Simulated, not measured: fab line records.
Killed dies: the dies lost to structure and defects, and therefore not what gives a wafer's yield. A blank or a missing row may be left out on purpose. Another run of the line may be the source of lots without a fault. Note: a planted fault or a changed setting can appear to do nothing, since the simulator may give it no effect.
The tool behind it: which one? -- flow gf180mcu -- 7 lots (21 wafers sampled), 1 step of a 602-step route

WHAT THE GAUGES READ, wafer by wafer
GF_CONTACT_THK_MEAS_01.
lot,measured,on,CONTACT_CVD_00_THK (nm)
L185,day 16 12:43,film metro-04,293 295 295
L187,day 17 07:22,film metro-01,300 302 298
L189,day 18 01:08,film metro-01,297 301 295
L191,day 18 18:52,film metro-01,304 302 301
L200,day 22 02:33,film metro-02,300 303 303
L202,day 22 19:38,film metro-02,297 302 293
L204,day 23 07:25,film metro-01,303 304 300

EACH LOT AND THE TOOL THAT RAN IT (in order: tool; ch and the chambers of the sampled wafers; start)
The record holds no process step before these readings.

THE ANSWER, worked out from the rows above alone
Rule: the lots themselves supply what counts as usual. Put in order of their means at a reading, lots are off if they are a third of the lots or fewer, leave a main group of 4 or more, and stand apart from it by a gap of 3 or more times the standard deviation of the main group's means; of several such gaps the widest counts. The tables above print the reading to a certain number of digits; a main group whose means all agree to those digits is not used. Also off: a lot with no number at a reading for which 4 or more lots have one. The other lots that the step has rows for count as sound.
None of the lots is off at any reading shown; this tells nothing.

WHAT THE SIMULATOR HAD INSERTED
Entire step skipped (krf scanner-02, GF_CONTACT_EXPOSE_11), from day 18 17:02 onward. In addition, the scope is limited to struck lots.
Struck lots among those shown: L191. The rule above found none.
